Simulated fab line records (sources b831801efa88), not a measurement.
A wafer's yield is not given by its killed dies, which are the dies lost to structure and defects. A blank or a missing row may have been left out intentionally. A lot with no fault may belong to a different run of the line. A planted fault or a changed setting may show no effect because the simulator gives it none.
A struck lot beside a sound one -- flow gf180mcu -- 20 steps out of a route of 602
Sound: the wafers L453.1, L453.3, L453.6. The struck wafers were L458.1, L458.4, L458.5. The cause is named last.
Per side, at each step with rows, come the tool, then ch with its chambers, and then its first start. Under that, the readings that differ: sound wafers -- struck wafers -- difference of the means -- sigmas: that difference in standard deviations of wafers without a fault.
alike: words and numbers the same on both sides, and readings whose means are apart by under 2 such deviations; not compared: readings that were withheld, readings missing a value for some wafer, numbers with overlapping values and no deviation given by the record, and bounds like >300 which may hide the same value.
Wherever a step has rows on one side only, a row that says differs or no value, or a row with sigmas, the two part there. Non-overlapping numbers with no deviation appear without sigmas and do not part them. A reading that every wafer of one side lacks parts them only if that side has two wafers or more.

first, 1 step without rows for these wafers: GF_V5_CVD_00 (deposits SiO2, target thk 300 nm, time 50 s).
GF_V5_THK_MEAS_01:
  sound on filmMetro-02, day 27 14:32; struck on filmMetro-02, day 28 17:45
  alike: V5_CVD_00_THK
GF_V5_CVD_02: deposits SiO2 from TEOS, target thk 1450 nm, time 163.28 s.
  sound on pecvd-02 ch 1,2, day 27 14:35; struck on pecvd-04 ch 0,1,2, day 28 17:49
  alike: heaterPowerW
GF_V5_THK_MEAS_03:
  sound on filmMetro-01, day 27 14:42; struck on filmMetro-02, day 28 17:55
  alike: V5_CVD_02_THK
GF_V5_CMP_04: polishes SiO2.
  sound on cmp-02 ch 2,3, day 27 14:53; struck on cmp-02 ch 0,3, day 28 17:59
  alike: edgeZonePressureFrac, motorCurrentA
GF_V5_BOW_MEAS_05:
  sound on filmMetro-02, day 27 15:11; struck on filmMetro-03, day 28 18:17
  alike: V5_BOW
then, 6 steps without rows for these wafers: GF_V5_DEHYDRATE_06 (time 60 s); GF_V5_HMDS_07 (prime time 60 s); GF_V5_COAT_08; GF_V5_COAT_09 (resist thk 1000 nm); GF_V5_SOFTBAKE_10 (time 60 s); GF_V5_EXPOSE_11 (exposes mask Via5, target cd 260 nm).
GF_V5_PEB_12: peb time 90 s.
  sound on lithoTrack-04 ch 0, day 28 10:33; struck on lithoTrack-02 ch 0, day 29 12:42
reading,sound,struck,difference,sigmas
heaterPowerTotalW (W),85.59 85.76 85.80,91.12 91.10 91.16,+5.41,+64
  alike: exhaustPa
then, 1 step without rows for these wafers: GF_V5_DEVELOP_13 (develop time 60 s).
GF_V5_CD_MEAS_14: target cd 260 nm.
  sound on cdSem-02, day 28 10:54; struck on cdSem-02, day 29 13:03
reading,sound,struck,difference,sigmas
cdNm (nm),260.9 261.5 261.9,254.0 254.4 254.5,-7.1,-5
GF_V5_OVL_MEAS_15:
  sound on overlay-01, day 28 11:01; struck on overlay-01, day 29 13:11
  alike: V5_OVL
GF_V5_ETCH_16: etches BARC in N2/H2.
  sound on rieDiel-03 ch 1,2,3, day 28 11:04; struck on rieDiel-04 ch 2,3, day 29 13:13
reading,sound,struck,difference,sigmas
drypumpMotorCurrentA (A),5.8 5.4 5.4,6.6 6.6 5.9,+0.8,+2
model.V5.cdNm (nm),261.6 262.7 262.7,254.5 254.7 254.2,-7.9,
  alike: oesProductAu, throttleValvePct
GF_V5_ETCH_17: etches SiO2 in C4F8/O2/Ar, stops on TiN, target depth 855 nm.
  sound on rieDiel-03 ch 1,2,3; struck on rieDiel-04 ch 2,3
reading,sound,struck,difference,sigmas
model.V5.cdNm (nm),262.3 262.1 262,255.2 255 254.3,-7.3,
  alike: oesProductAu
GF_V5_STRIP_18: strips in O2/N2.
  sound on plasmaAsher-03 ch 0,1, day 28 11:13; struck on plasmaAsher-04 ch 0, day 29 13:22
reading,sound,struck,difference,sigmas
drypumpMotorCurrentA (A),5.8 5.9 5.8,4.8 4.8 4.8,-1.0,-2
  alike: heaterPowerW, oesProductAu
  not compared: rfHoursCounterH
then, 1 step without rows for these wafers: GF_PASSIVATION_PROBE_99.

## WHERE THEY PART
Last at GF_V5_STRIP_18 as far as this record goes, first at GF_V5_PEB_12.

WHY: what had been put in by the simulator
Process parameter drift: lithoTrack-02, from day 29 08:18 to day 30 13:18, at GF_V5_PEB_12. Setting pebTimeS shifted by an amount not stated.
